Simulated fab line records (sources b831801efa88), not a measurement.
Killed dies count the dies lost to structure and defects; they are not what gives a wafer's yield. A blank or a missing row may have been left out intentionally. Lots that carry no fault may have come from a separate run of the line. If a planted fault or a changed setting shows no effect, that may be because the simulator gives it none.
fab line records ; flow gf180mcu
record lots=13; wafers=38; last_day=33
route steps=602 shown M4@456 V4@478
lots that met no fault: from a run of the same line without faults
start_h: the number of hours between the record's first day and the start of the first shown wafer of the lot ; wait_h: hours since the lot's step before ; " as in the row above ; L1.1+2: several wafers, shown together as one row ; - value missing, or start not given ; * or withheld: withheld ; < > ~ a bound
route shown NAME@n: a module of which the file shows steps, and the number in the route of the first ; usual: mean/standard deviation taken from wafers without a fault ; same: alike in all rows ; chamber/n: place in a boat ; sites: per-site readings ; _std_site: standard deviation of those values ; _edge_site: the outer-site mean with the inner-site mean subtracted ; radius_mm: for every site, how far away it sits from the centre of the wafer ; mask NAME#n: copy n ; behind: the last tool/chamber to shape the wafer ; hold: reason for holding the lot/hours on hold/outcome of the hold ; device: transistor that didn't switch, given as n, p or np ; end of line: the same wafers' tests at the end of the route ; step lacking rows: just its recipe ; killed: dies lost to structure and defects at the first sort, not the wafer's yield ; map: a wafer's dies, x killed, . not, _ none there
set.NAME: setting as actually run; set.NAME@STEP: the setting as run at that earlier step ; model.NAME: the simulator's own value behind a step, which no gauge read
route steps across a sampled set of lots; one table per step, one row per wafer
services: the hour from which a tool's chamber was out of use, counted from the record's first day as start_h (under 0 if before that day), plus the number of hours and why
## steps
# step GF_M4_SPUTTER_00
# recipe material=Ti; target_thk_nm=37.5; arriving_ion_energy_ev=80; substrate_temp_c=200; chamber_pressure_pa=2; power_w=4000; time_s=150
# usual throttle_valve_pct=30.2/0.94
lot.wafer;tool;chamber;start_h;wait_h;throttle_valve_pct
L238.1;pvd_sputter-04;-;528.17;0.2;29.4
L238.4;pvd_sputter-04;-;528.17;0.2;32.2
L238.5;pvd_sputter-04;-;528.17;0.2;31.0
L240.1;pvd_sputter-02;-;545.02;0.2;30.5
L240.5;pvd_sputter-02;-;545.02;0.2;30.3
L240.6;pvd_sputter-02;-;545.02;0.2;30.9
L241.1;pvd_sputter-04;-;548.70;0.2;32.3
L241.3;pvd_sputter-04;-;548.70;0.2;30.3
L241.6;pvd_sputter-04;-;548.70;0.2;30.5
L243.2;pvd_sputter-02;-;554.50;0.1;30.1
L243.4;pvd_sputter-02;-;554.50;0.1;29.5
L243.5;pvd_sputter-02;-;554.50;0.1;30.4
L242.1;pvd_sputter-01;-;559.22;0.1;29.7
L242.4;pvd_sputter-01;-;559.22;0.1;30.3
L242.6;pvd_sputter-01;-;559.22;0.1;30.4
L244.3;pvd_sputter-04;-;569.46;0.2;32.5
L244.5;pvd_sputter-04;-;569.46;0.2;29.4
L244.6;pvd_sputter-04;-;569.46;0.2;32.5
L246.2;pvd_sputter-02;-;583.61;0.1;28.7
L246.4;pvd_sputter-02;-;583.61;0.1;29.6
L246.6;pvd_sputter-02;-;583.61;0.1;30.5
L248.2;pvd_sputter-04;-;602.71;0.2;32.4
L248.3;pvd_sputter-04;-;602.71;0.2;30.9
L248.4;pvd_sputter-04;-;602.71;0.2;30.4
L249.1;pvd_sputter-02;-;611.12;0.1;28.6
L249.3;pvd_sputter-02;-;611.12;0.1;30.4
L249.6;pvd_sputter-02;-;611.12;0.1;28.5
L251.1;pvd_sputter-02;-;623.80;0.1;28.5
L251.4;pvd_sputter-02;-;623.80;0.1;30.3
L251.5;pvd_sputter-02;-;623.80;0.1;30.9
L252.1;pvd_sputter-01;-;628.81;0.2;30.1
L252.3;pvd_sputter-01;-;628.81;0.2;29.8
L252.6;pvd_sputter-01;-;628.81;0.2;29.9
L253.1;pvd_sputter-01;-;642.46;0.1;30.2
L253.5;pvd_sputter-01;-;642.46;0.1;29.6
L253.6;pvd_sputter-01;-;642.46;0.1;30.4
L257.1;pvd_sputter-02;-;666.96;0.2;28.7
L257.2;pvd_sputter-02;-;666.96;0.2;31.0
# step GF_M4_SPUTTER_01
# recipe material=TiN; target_thk_nm=30; power_w=6500; time_s=25; chamber_pressure_pa=0.4
# usual throttle_valve_pct=30.1/0.98
lot.wafer;tool;chamber;start_h;wait_h;throttle_valve_pct
L238.1;pvd_sputter-04;-;528.27;0.1;29.0
L238.4;pvd_sputter-04;-;528.27;0.1;32.5
L238.5;pvd_sputter-04;-;528.27;0.1;31.0
L240.1;pvd_sputter-02;-;545.12;0.1;30.4
L240.5;pvd_sputter-02;-;545.12;0.1;30.5
L240.6;pvd_sputter-02;-;545.12;0.1;30.9
L241.1;pvd_sputter-04;-;548.80;0.1;32.8
L241.3;pvd_sputter-04;-;548.80;0.1;30.2
L241.6;pvd_sputter-04;-;548.80;0.1;30.7
L243.2;pvd_sputter-02;-;554.60;0.1;30.2
L243.4;pvd_sputter-02;-;554.60;0.1;29.5
L243.5;pvd_sputter-02;-;554.60;0.1;30.5
L242.1;pvd_sputter-01;-;559.32;0.1;29.9
L242.4;pvd_sputter-01;-;559.32;0.1;30.0
L242.6;pvd_sputter-01;-;559.32;0.1;30.7
L244.3;pvd_sputter-04;-;569.56;0.1;32.6
L244.5;pvd_sputter-04;-;569.56;0.1;29.0
L244.6;pvd_sputter-04;-;569.56;0.1;32.6
L246.2;pvd_sputter-02;-;583.72;0.1;28.3
L246.4;pvd_sputter-02;-;583.72;0.1;29.2
L246.6;pvd_sputter-02;-;583.72;0.1;30.6
L248.2;pvd_sputter-04;-;602.81;0.1;32.6
L248.3;pvd_sputter-04;-;602.81;0.1;30.6
L248.4;pvd_sputter-04;-;602.81;0.1;30.3
L249.1;pvd_sputter-02;-;611.22;0.1;28.6
L249.3;pvd_sputter-02;-;611.22;0.1;30.2
L249.6;pvd_sputter-02;-;611.22;0.1;28.6
L251.1;pvd_sputter-02;-;623.90;0.1;28.7
L251.4;pvd_sputter-02;-;623.90;0.1;30.3
L251.5;pvd_sputter-02;-;623.90;0.1;30.8
L252.1;pvd_sputter-01;-;628.91;0.1;30.2
L252.3;pvd_sputter-01;-;628.91;0.1;29.8
L252.6;pvd_sputter-01;-;628.91;0.1;29.8
L253.1;pvd_sputter-01;-;642.56;0.1;30.0
L253.5;pvd_sputter-01;-;642.56;0.1;29.2
L253.6;pvd_sputter-01;-;642.56;0.1;30.2
L257.1;pvd_sputter-02;-;667.06;0.1;28.3
L257.2;pvd_sputter-02;-;667.06;0.1;30.9
# step GF_V4_CVD_02
# recipe material=SiO2; target_thk_nm=850; precursor=TEOS; temp_c=400; time_s=94.851; rf_w=600
# usual heater_power_w=726/130
lot.wafer;tool;chamber;start_h;wait_h;heater_power_w
L238.1;pecvd-02;0;552.43;0.1;660
L238.4;pecvd-02;2;552.43;0.1;553
L238.5;pecvd-02;1;552.43;0.1;714
L240.1;pecvd-01;1;568.48;0.1;807
L240.5;pecvd-01;1;568.48;0.1;808
L240.6;pecvd-01;0;568.48;0.1;1056
L241.1;pecvd-03;1;571.67;0.1;564
L241.3;pecvd-03;0;571.67;0.1;625
L241.6;pecvd-03;1;571.67;0.1;625
L243.2;pecvd-01;0;577.62;0.0;893
L243.4;pecvd-01;2;577.62;0.0;739
L243.5;pecvd-01;0;577.62;0.0;974
L242.1;pecvd-01;2;581.85;0.1;676
L242.4;pecvd-01;1;581.85;0.1;762
L242.6;pecvd-01;2;581.85;0.1;744
L244.3;pecvd-02;2;592.06;0.0;498
L244.5;pecvd-02;2;592.06;0.0;520
L244.6;pecvd-02;0;592.06;0.0;590
L246.2;pecvd-01;1;605.88;0.0;823
L246.4;pecvd-01;0;605.88;0.0;967
L246.6;pecvd-01;0;605.88;0.0;996
L248.2;pecvd-03;2;624.80;0.0;772
L248.3;pecvd-03;0;624.80;0.0;735
L248.4;pecvd-03;0;624.80;0.0;774
L249.1;pecvd-01;2;632.66;0.1;683
L249.3;pecvd-01;1;632.66;0.1;764
L249.6;pecvd-01;1;632.66;0.1;816
L251.1;pecvd-02;2;644.97;0.1;564
L251.4;pecvd-02;2;644.97;0.1;434
L251.5;pecvd-02;0;644.97;0.1;659
L252.1;pecvd-03;0;648.22;0.1;598
L252.3;pecvd-03;2;648.22;0.1;787
L252.6;pecvd-03;1;648.22;0.1;704
L253.1;pecvd-03;0;663.62;0.1;733
L253.5;pecvd-03;1;663.62;0.1;707
L253.6;pecvd-03;0;663.62;0.1;582
L257.1;pecvd-03;1;687.36;0.1;620
L257.2;pecvd-03;0;687.36;0.1;656
# step GF_V4_CMP_04
# recipe material=SiO2; down_force_psi=4; platen_rpm=60; pad_velocity_m_s=0.94248
# usual head_pressure_psi=4.001/0.0092; motor_current_A=11.7/1.4; time_to_endpoint_s=81/6
lot.wafer;tool;chamber;start_h;wait_h;head_pressure_psi;motor_current_A;time_to_endpoint_s
L238.4;cmp-01;2;552.61;0.1;3.982;12.8;79
L238.1;cmp-01;3;552.61;0.1;3.988;9.1;76
L238.5;cmp-01;2;552.61;0.1;4.000;12.6;79
L240.1;cmp-02;1;568.71;0.1;3.985;10.0;92
L240.5;cmp-02;3;568.71;0.1;4.000;12.4;98
L240.6;cmp-02;0;568.71;0.1;3.995;13.5;98
L241.1;cmp-01;0;571.79;0.1;3.991;11.1;80
L241.3;cmp-01;3;571.79;0.1;4.007;9.4;75
L241.6;cmp-01;0;571.79;0.1;3.989;11.0;84
L243.2;cmp-02;3;577.79;0.1;3.996;12.6;92
L243.4;cmp-02;1;577.79;0.1;3.977;9.6;96
L243.5;cmp-02;3;577.79;0.1;4.012;12.6;90
L242.1;cmp-01;0;581.98;0.1;4.012;10.7;80
L242.4;cmp-01;1;581.98;0.1;3.998;12.7;79
L242.6;cmp-01;0;581.98;0.1;4.006;10.5;82
L244.3;cmp-02;2;592.19;0.0;4.003;12.4;76
L244.5;cmp-02;2;592.19;0.0;3.988;12.3;84
L244.6;cmp-02;3;592.19;0.0;3.997;12.6;85
L246.2;cmp-02;1;606.10;0.1;3.988;9.3;80
L246.4;cmp-02;3;606.10;0.1;4.020;12.3;91
L246.6;cmp-02;0;606.10;0.1;4.020;13.4;86
L248.2;cmp-01;1;624.93;0.0;4.004;13.2;75
L248.4;cmp-01;3;624.93;0.0;3.995;9.4;79
L248.3;cmp-01;0;624.93;0.0;4.018;11.5;76
L249.3;cmp-02;0;632.87;0.1;3.990;13.8;85
L249.1;cmp-02;2;632.87;0.1;4.002;11.7;80
L249.6;cmp-02;0;632.87;0.1;4.000;12.8;85
L251.1;cmp-01;0;645.20;0.1;4.001;10.7;71
L251.4;cmp-01;1;645.20;0.1;3.998;12.9;77
L251.5;cmp-01;2;645.20;0.1;3.999;12.2;77
L252.1;cmp-01;3;648.41;0.1;4.008;9.7;72
L252.3;cmp-01;2;648.41;0.1;4.007;13.5;68
L252.6;cmp-01;3;648.41;0.1;4.006;9.6;78
L253.1;cmp-02;1;663.90;0.2;4.000;9.5;73
L253.5;cmp-02;2;663.90;0.2;3.992;12.5;88
L253.6;cmp-02;3;663.90;0.2;4.004;12.1;84
L257.1;cmp-02;3;687.49;0.1;4.000;12.1;19
L257.2;cmp-02;2;687.49;0.1;3.998;12.2;17
# step GF_V4_ETCH_17
# recipe chemistry=C4F8/O2/Ar; mask_material=KrF; target=SiO2; stop_on=TiN; source_w=1500; bias_w=1200; pressure_mtorr=40; c4f8_flow_sccm=withheld; O2_flow_sccm=6; Ar_flow_sccm=300; time_s=withheld; target_depth_a=6300
# usual bias_w=1200/4; oes_product_au=0.856/0.0046
lot.wafer;tool;chamber;start_h;wait_h;bias_w;oes_product_au
L238.1;rie_diel-01;2;-;-;1213;0.856
L238.4;rie_diel-01;0;-;-;1193;0.851
L238.5;rie_diel-01;2;-;-;1201;0.847
L240.1;rie_diel-03;1;-;-;1198;0.856
L240.5;rie_diel-03;2;-;-;1191;0.858
L240.6;rie_diel-03;1;-;-;1197;0.856
L241.1;rie_diel-01;0;-;-;1202;0.857
L241.3;rie_diel-01;1;-;-;1194;0.853
L241.6;rie_diel-01;3;-;-;1201;0.852
L243.2;rie_diel-01;2;-;-;1198;0.856
L243.4;rie_diel-01;3;-;-;1201;0.857
L243.5;rie_diel-01;0;-;-;1203;0.855
L242.1;rie_diel-03;3;-;-;1206;0.855
L242.4;rie_diel-03;1;-;-;1195;0.862
L242.6;rie_diel-03;1;-;-;1201;0.863
L244.3;rie_diel-03;3;-;-;1206;0.851
L244.5;rie_diel-03;3;-;-;1206;0.851
L244.6;rie_diel-03;0;-;-;1198;0.859
L246.2;rie_diel-01;1;-;-;1198;0.860
L246.4;rie_diel-01;3;-;-;1204;0.858
L246.6;rie_diel-01;0;-;-;1203;0.857
L248.2;rie_diel-03;1;-;-;1202;0.859
L248.3;rie_diel-03;2;-;-;1204;0.855
L248.4;rie_diel-03;3;-;-;1201;0.856
L249.1;rie_diel-03;3;-;-;1193;0.856
L249.3;rie_diel-03;2;-;-;1203;0.864
L249.6;rie_diel-03;1;-;-;1197;0.857
L251.1;rie_diel-03;3;-;-;1198;0.856
L251.4;rie_diel-03;2;-;-;1195;0.854
L251.5;rie_diel-03;0;-;-;1207;0.868
L252.1;rie_diel-04;2;-;-;1198;0.864
L252.3;rie_diel-04;3;-;-;1197;0.853
L252.6;rie_diel-04;1;-;-;1201;0.857
L253.1;rie_diel-04;1;-;-;1195;0.857
L253.5;rie_diel-04;2;-;-;1199;0.852
L253.6;rie_diel-04;1;-;-;1198;0.857
L257.1;rie_diel-03;3;-;-;1196;0.976
L257.2;rie_diel-03;2;-;-;1198;0.972
## services
tool;chamber;start_h;hours;kind
pvd_sputter-04;-;541.11;5.5;repair
cmp-01;-;541.67;2.8;pm
pvd_sputter-01;-;549.52;6.7;repair
cmp-02;-;552.92;0.3;repair
cmp-01;-;568.99;2.1;repair
cmp-02;-;572.30;4.0;pm
cmp-01;-;574.26;3.1;repair
pecvd-01;2;587.44;22.2;repair
cmp-02;-;587.58;1.6;repair
pecvd-01;-;591.12;14.0;pm
pvd_sputter-01;-;608.43;2.7;repair
pecvd-01;0;616.17;3.9;repair
rie_diel-03;3;618.56;3.7;repair
cmp-01;-;621.67;1.8;repair
rie_diel-03;-;623.56;0.4;repair
pecvd-01;0;626.79;6.4;repair
pvd_sputter-01;-;631.50;1.1;repair
cmp-02;-;636.33;5.9;pm
cmp-02;-;649.93;6.2;repair
cmp-02;-;670.76;1.9;repair
rie_diel-03;-;676.58;10.7;repair
pecvd-01;1;686.32;9.2;repair
rie_diel-03;-;689.70;0.6;repair
cmp-02;-;702.56;0.5;repair
## key
first_sign step=GF_V4_CMP_04; reading=time_to_endpoint_s; direction=down; sigmas=10; usual=*; struck=*
effect step=GF_V4_ETCH_17; reading=oes_product_au; direction=up; sigmas=25; usual=0.856; struck=0.974
met_at GF_V4_CMP_04
struck_lots L257
struck_wafers L257.1,L257.2
sort_left_out L257.1,L257.2
not_acting_at GF_M4_SPUTTER_00,GF_M4_SPUTTER_01,GF_V4_CVD_02
onset_between 663.90 687.49
fault kind=process_parameter_drift; tool=cmp-02; chamber=-; onset_h=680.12; steps=GF_V4_CMP_04; channel=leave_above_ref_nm; offset=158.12; shape=step; end_h=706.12; scope=struck_wafers_only; acts_in=these_recipes_only; stated=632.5
# sort_left_out: the simulated sort isn't trusted on such a fault, so these wafers' sort isn't shown, and their yield isn't known
